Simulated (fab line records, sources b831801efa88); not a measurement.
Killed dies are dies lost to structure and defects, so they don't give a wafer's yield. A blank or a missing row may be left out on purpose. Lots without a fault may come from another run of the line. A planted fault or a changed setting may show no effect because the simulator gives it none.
Problem report in the 8D (eight disciplines) form, filled by code | flow sky130 | the parts of the form that need people (team, actions taken, sign-off) are left out

1. THE PROBLEM
METAL1_ALCU_RS at SKY_METAL1_RS_MEAS_05 reads a mean of 0.1115 ohm/sq on 1 wafer of 1 lot; wafers without a fault read 0.1272 ohm/sq with a standard deviation of 0.0015. That is -10 standard deviations from the usual mean.
The step: measures by four-point-probe.
First seen on wafer L778.4, day 38 21:19, on film_metro-02. The record holds 30 wafers of 10 lots with a number at this step. Rule for "out", or "out of limits": more than 4 standard deviations from the usual mean. The other wafers with a number count as sound.

2. WHAT IT IS AND WHAT IT IS NOT
question                    | is                | is not
which readings at this step | METAL1_ALCU_RS    | -
which lots                  | L778              | L756, L757, L764, L766, L767, L768, L769, L772, L779
which wafers of those lots  | L778.4            | L778.3, L778.5
read on which gauges        | film_metro-02     | film_metro-03, film_metro-04
when                        | from day 38 21:19 | up to then (29 sound wafers)

3. SUSPECTS, AND WHAT RULES EACH OUT
Counting: a tool at a process step up to the reading stays a suspect if it ran every lot that is out. Sound lots after the first of them don't rule it out here, since some wafers of a struck lot are sound.
- the gauge at SKY_METAL1_RS_MEAS_05: kept. All the wafers that are out were read on film_metro-02, and no step on other tools shows them out.
- plasma_asher-02 at SKY_VT_ADJUST_PCH_STRIP_09 (strips in O2/N2): kept. It ran the lot that is out, L778 (day 17 10:52); its last sound lot up to then is L772 (day 15 15:44).
- plasma_asher-04 at SKY_LDD_LDN_STRIP_12 (strips in O2/N2): kept. It ran the lot that is out, L778 (day 30 16:58).
- pvd_sputter-01 at SKY_METAL1_SPUTTER_02 (material AlCu, target thk 250 nm, time 13.3 s): kept. It ran the lot that is out, L778 (day 38 21:11); its last sound lot up to then is L769 (day 36 17:40).
- Within plasma_asher-02 at SKY_VT_ADJUST_PCH_STRIP_09: the wafers that are out ran in chamber 1; their sound lot-mates ran in chamber 0.
- Within plasma_asher-04 at SKY_LDD_LDN_STRIP_12: the wafers that are out ran in chamber 1; their sound lot-mates ran in chamber 0.
Left after counting: plasma_asher-02 at SKY_VT_ADJUST_PCH_STRIP_09, plasma_asher-04 at SKY_LDD_LDN_STRIP_12, pvd_sputter-01 at SKY_METAL1_SPUTTER_02, film_metro-02 at SKY_METAL1_RS_MEAS_05.

4. THE CAUSE (what the simulator had put in)
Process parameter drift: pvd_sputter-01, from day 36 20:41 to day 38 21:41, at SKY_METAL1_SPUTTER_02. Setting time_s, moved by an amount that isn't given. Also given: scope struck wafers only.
Counting left 4 suspects, and this tool is among them.

5. THE CHAIN OF EFFECTS, in route order
Each row: a reading whose mean over the struck wafers that have a number lies more than 3 standard deviations from the usual. Only readings for which the record gives a usual standard deviation are gone through. hours: the time from each lot's start at the first step in this table that gives one to its start at this step, as a median over the lots. sigmas: the change in usual standard deviations.
hours | step                   | reading         | usual         | on struck wafers | change  | sigmas
0     | SKY_METAL1_RS_MEAS_05  | METAL1_ALCU_RS  | 0.1272 ohm/sq | 0.1115           | -0.0157 | -10
0     | SKY_METAL1_THK_MEAS_06 | METAL1_ALCU_THK | 248 nm        | 284              | +36     | +11

6. WHAT WOULD HAVE CAUGHT IT SOONER
In this record the first reading out of limits at a measuring or inspecting step was taken at day 38 21:19, 49 hours after the fault began at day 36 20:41.
Of the tool readings at SKY_METAL1_SPUTTER_02 for which the record gives a usual standard deviation, none was out on any struck wafer, so an alarm limit of 4 standard deviations on them would not have fired.
All the lots that are out (1) had begun SKY_METAL1_SPUTTER_02 on pvd_sputter-01 by day 38 21:19. A hold on the tool at that time would have spared none of them.
